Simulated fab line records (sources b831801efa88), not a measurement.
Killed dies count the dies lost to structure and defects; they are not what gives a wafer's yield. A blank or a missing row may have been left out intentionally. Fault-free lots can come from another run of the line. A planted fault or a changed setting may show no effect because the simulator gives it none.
The tool behind it: which one? / flow sky130 / 10 lots, 30 wafers sampled, at 5 steps of a route of 708

WHAT THE GAUGES SHOWED, per wafer
SKY_SD_N_CD_MEAS_07: the cd target is 380 nm. Usual: cd-nm 380.9 nm, standard deviation 2.7.
lot=L230; measured=day 27 14:36; on=cd-sem-02; cd-nm (nm)=382.5 383.5 384.3; flag=
lot=L233; measured=day 29 11:45; on=cd-sem-02; cd-nm (nm)=379.5 380.3 380.4; flag=
lot=L234; measured=day 29 14:32; on=cd-sem-01; cd-nm (nm)=381.8 382.9 382.4; flag=
lot=L235; measured=day 30 03:29; on=cd-sem-02; cd-nm (nm)=378.2 378.3 377.5; flag=
lot=L237; measured=day 30 16:17; on=cd-sem-02; cd-nm (nm)=376.6 377.7 377.6; flag=
lot=L239; measured=day 31 07:05; on=cd-sem-01; cd-nm (nm)=382.3 382.1 383.7; flag=
lot=L243; measured=day 32 04:52; on=cd-sem-02; cd-nm (nm)=380.2 382.1 384.4; flag=
lot=L246; measured=day 33 07:11; on=cd-sem-01; cd-nm (nm)=382.7 384.0 384.7; flag=
lot=L251; measured=day 35 13:15; on=cd-sem-01; cd-nm (nm)=380.5 384.4 379.6; flag=
lot=L252; measured=day 35 16:16; on=cd-sem-02; cd-nm (nm)=384.2 382.4 381.8; flag=

SKY_LOCAL_INTERCONNECT_RS_MEAS_01: measurement is done with a four-point probe. Usual: LOCAL_INTERCONNECT_TIN_RS typically reads 14.09 ohm/sq, with standard deviation 0.14.
lot=L230; measured=day 28 22:56; on=film-metro-03; LOCAL_INTERCONNECT_TIN_RS (ohm/sq)=14.31 14.30 14.01; flag=
lot=L233; measured=day 30 17:26; on=film-metro-03; LOCAL_INTERCONNECT_TIN_RS (ohm/sq)=14.05 14.05 14.06; flag=
lot=L234; measured=day 30 19:52; on=film-metro-02; LOCAL_INTERCONNECT_TIN_RS (ohm/sq)=14.09 14.07 14.07; flag=
lot=L235; measured=day 31 07:15; on=film-metro-02; LOCAL_INTERCONNECT_TIN_RS (ohm/sq)=14.29 14.23 14.21; flag=
lot=L237; measured=day 31 18:44; on=film-metro-02; LOCAL_INTERCONNECT_TIN_RS (ohm/sq)=13.86 13.77 14.05; flag=
lot=L239; measured=day 32 13:36; on=film-metro-02; LOCAL_INTERCONNECT_TIN_RS (ohm/sq)=14.25 14.10 14.22; flag=
lot=L243; measured=day 33 11:15; on=film-metro-04; LOCAL_INTERCONNECT_TIN_RS (ohm/sq)=13.85 13.83 13.74; flag=
lot=L246; measured=day 34 11:43; on=film-metro-04; LOCAL_INTERCONNECT_TIN_RS (ohm/sq)=14.20 39.25 39.01; flag=OFF
lot=L251; measured=day 36 18:20; on=film-metro-02; LOCAL_INTERCONNECT_TIN_RS (ohm/sq)=14.30 14.09 14.24; flag=
lot=L252; measured=day 36 22:25; on=film-metro-03; LOCAL_INTERCONNECT_TIN_RS (ohm/sq)=13.89 13.95 14.01; flag=

SKY_LOCAL_INTERCONNECT_THK_MEAS_02: measures by xrf. Usual: LOCAL_INTERCONNECT_TIN_THK typically reads 98.4 nm, with standard deviation 1.1.
lot=L230; measured=day 28 23:03; on=film-metro-03; LOCAL_INTERCONNECT_TIN_THK (nm)=97.5 97.6 99.5; flag=
lot=L233; measured=day 30 17:34; on=film-metro-03; LOCAL_INTERCONNECT_TIN_THK (nm)=99.3 99.5 99.0; flag=
lot=L234; measured=day 30 19:59; on=film-metro-02; LOCAL_INTERCONNECT_TIN_THK (nm)=97.8 97.5 97.7; flag=
lot=L235; measured=day 31 07:22; on=film-metro-02; LOCAL_INTERCONNECT_TIN_THK (nm)=96.5 97.1 97.6; flag=
lot=L237; measured=day 31 18:51; on=film-metro-02; LOCAL_INTERCONNECT_TIN_THK (nm)=99.2 100.0 98.7; flag=
lot=L239; measured=day 32 13:43; on=film-metro-02; LOCAL_INTERCONNECT_TIN_THK (nm)=97.0 97.5 97.2; flag=
lot=L243; measured=day 33 11:22; on=film-metro-04; LOCAL_INTERCONNECT_TIN_THK (nm)=100.0 100.8 101.2; flag=
lot=L246; measured=day 34 11:49; on=film-metro-04; LOCAL_INTERCONNECT_TIN_THK (nm)=98.1 38.0 38.4; flag=OFF
lot=L251; measured=day 36 18:27; on=film-metro-02; LOCAL_INTERCONNECT_TIN_THK (nm)=96.7 98.8 96.9; flag=
lot=L252; measured=day 36 22:31; on=film-metro-03; LOCAL_INTERCONNECT_TIN_THK (nm)=100.1 99.6 99.8; flag=

EACH LOT AND THE TOOL THAT RAN IT (in order: tool; ch and the chambers of the sampled wafers; start)
lot=L230; SKY_LI_CONTACT_STRIP_16=plasma-asher-03 ch 0,1, day 28 21:49; SKY_LOCAL_INTERCONNECT_SPUTTER_00=pvd-sputter-02, day 28 22:51
lot=L233; SKY_LI_CONTACT_STRIP_16=plasma-asher-01 ch 0,1, day 30 16:19; SKY_LOCAL_INTERCONNECT_SPUTTER_00=pvd-sputter-03, day 30 17:23
lot=L234; SKY_LI_CONTACT_STRIP_16=plasma-asher-04 ch 0,1, day 30 18:43; SKY_LOCAL_INTERCONNECT_SPUTTER_00=pvd-sputter-01, day 30 19:47
lot=L235; SKY_LI_CONTACT_STRIP_16=plasma-asher-01 ch 0,1, day 31 06:07; SKY_LOCAL_INTERCONNECT_SPUTTER_00=pvd-sputter-02, day 31 07:11
lot=L237; SKY_LI_CONTACT_STRIP_16=plasma-asher-01 ch 0,1, day 31 17:37; SKY_LOCAL_INTERCONNECT_SPUTTER_00=pvd-sputter-01, day 31 18:40
lot=L239; SKY_LI_CONTACT_STRIP_16=plasma-asher-01 ch 0,1, day 32 12:28; SKY_LOCAL_INTERCONNECT_SPUTTER_00=pvd-sputter-02, day 32 13:32
lot=L243; SKY_LI_CONTACT_STRIP_16=plasma-asher-04 ch 0,1, day 33 10:07; SKY_LOCAL_INTERCONNECT_SPUTTER_00=pvd-sputter-03, day 33 11:10
lot=L246; SKY_LI_CONTACT_STRIP_16=plasma-asher-01 ch 0,1, day 34 10:37; SKY_LOCAL_INTERCONNECT_SPUTTER_00=pvd-sputter-02, day 34 11:37
lot=L251; SKY_LI_CONTACT_STRIP_16=plasma-asher-01 ch 1, day 36 16:43; SKY_LOCAL_INTERCONNECT_SPUTTER_00=pvd-sputter-03, day 36 18:16
lot=L252; SKY_LI_CONTACT_STRIP_16=plasma-asher-01 ch 0,1, day 36 20:37; SKY_LOCAL_INTERCONNECT_SPUTTER_00=pvd-sputter-01, day 36 22:18
- SKY_LI_CONTACT_STRIP_16: strips in O2/N2.
- SKY_LOCAL_INTERCONNECT_SPUTTER_00: material TiN, target thk 100 nm, time 83.3 s.

WHAT THE TOOLS THEMSELVES READ (means of the sampled wafers that have a number; where no wafer has one, the mark that the record gives instead)
SKY_LI_CONTACT_STRIP_16. Usual: drypump-motor-current-A 5.8 A, standard deviation 0.35; o2-flow-sccm 3000 sccm, standard deviation 8.4; oes-product-au 0.375 a.u., standard deviation 0.0046; strip-time-to-endpoint-s 3.492 s, standard deviation 0.02.
lot=L230; tool=plasma-asher-03; drypump-motor-current-A (A)=5.4; o2-flow-sccm (sccm)=2993; oes-product-au (a.u.)=0.378; strip-time-to-endpoint-s (s)=3.503; flag=
lot=L233; tool=plasma-asher-01; drypump-motor-current-A (A)=6.0; o2-flow-sccm (sccm)=2993; oes-product-au (a.u.)=0.378; strip-time-to-endpoint-s (s)=3.503; flag=
lot=L234; tool=plasma-asher-04; drypump-motor-current-A (A)=5.9; o2-flow-sccm (sccm)=3000; oes-product-au (a.u.)=0.377; strip-time-to-endpoint-s (s)=3.476; flag=
lot=L235; tool=plasma-asher-01; drypump-motor-current-A (A)=6.0; o2-flow-sccm (sccm)=3003; oes-product-au (a.u.)=0.375; strip-time-to-endpoint-s (s)=3.489; flag=
lot=L237; tool=plasma-asher-01; drypump-motor-current-A (A)=5.8; o2-flow-sccm (sccm)=2987; oes-product-au (a.u.)=0.370; strip-time-to-endpoint-s (s)=3.505; flag=
lot=L239; tool=plasma-asher-01; drypump-motor-current-A (A)=6.0; o2-flow-sccm (sccm)=3005; oes-product-au (a.u.)=0.378; strip-time-to-endpoint-s (s)=3.504; flag=
lot=L243; tool=plasma-asher-04; drypump-motor-current-A (A)=6.1; o2-flow-sccm (sccm)=3004; oes-product-au (a.u.)=0.376; strip-time-to-endpoint-s (s)=3.496; flag=
lot=L246; tool=plasma-asher-01; drypump-motor-current-A (A)=6.0; o2-flow-sccm (sccm)=2997; oes-product-au (a.u.)=0.374; strip-time-to-endpoint-s (s)=3.475; flag=
lot=L251; tool=plasma-asher-01; drypump-motor-current-A (A)=5.7; o2-flow-sccm (sccm)=3003; oes-product-au (a.u.)=0.371; strip-time-to-endpoint-s (s)=3.490; flag=
lot=L252; tool=plasma-asher-01; drypump-motor-current-A (A)=5.8; o2-flow-sccm (sccm)=2994; oes-product-au (a.u.)=0.378; strip-time-to-endpoint-s (s)=3.475; flag=

SKY_LOCAL_INTERCONNECT_SPUTTER_00. Usual: throttle-valve-pct 30.0 %, standard deviation 1.5.
lot=L230; tool=pvd-sputter-02; throttle-valve-pct (%)=31.7; flag=
lot=L233; tool=pvd-sputter-03; throttle-valve-pct (%)=29.6; flag=
lot=L234; tool=pvd-sputter-01; throttle-valve-pct (%)=30.9; flag=
lot=L235; tool=pvd-sputter-02; throttle-valve-pct (%)=30.3; flag=
lot=L237; tool=pvd-sputter-01; throttle-valve-pct (%)=30.5; flag=
lot=L239; tool=pvd-sputter-02; throttle-valve-pct (%)=30.6; flag=
lot=L243; tool=pvd-sputter-03; throttle-valve-pct (%)=30.2; flag=
lot=L246; tool=pvd-sputter-02; throttle-valve-pct (%)=30.0; flag=
lot=L251; tool=pvd-sputter-03; throttle-valve-pct (%)=30.2; flag=
lot=L252; tool=pvd-sputter-01; throttle-valve-pct (%)=30.3; flag=

THE ANSWER, worked out from the rows above alone
Rule: lot off if the mean of its wafers having a number is beyond 3 standard deviations from the usual mean. A lot without any number at a reading at which 4 lots or more have one is off too. All remaining lots with rows at the step are treated as sound. Order of review: gauges by route order, followed by the tools' own readings, for which a lot's mean as printed above is used. The first step at which some lot is off is used, and at that step the reading that is off furthest; a lot without a number counts as furthest.
Off: at SKY_LOCAL_INTERCONNECT_RS_MEAS_01 (LOCAL_INTERCONNECT_TIN_RS), L246.
A tool fits if, at a process step before that reading, it ran every lot that is off, and no sound lot after the first of them. Those tools and the gauges at SKY_LOCAL_INTERCONNECT_RS_MEAS_01 are tried in the same way. Can't be told from this: 2 tools fit, pvd-sputter-02 at SKY_LOCAL_INTERCONNECT_SPUTTER_00, film-metro-04 at SKY_LOCAL_INTERCONNECT_RS_MEAS_01.

WHAT THE SIMULATOR HAD PUT IN
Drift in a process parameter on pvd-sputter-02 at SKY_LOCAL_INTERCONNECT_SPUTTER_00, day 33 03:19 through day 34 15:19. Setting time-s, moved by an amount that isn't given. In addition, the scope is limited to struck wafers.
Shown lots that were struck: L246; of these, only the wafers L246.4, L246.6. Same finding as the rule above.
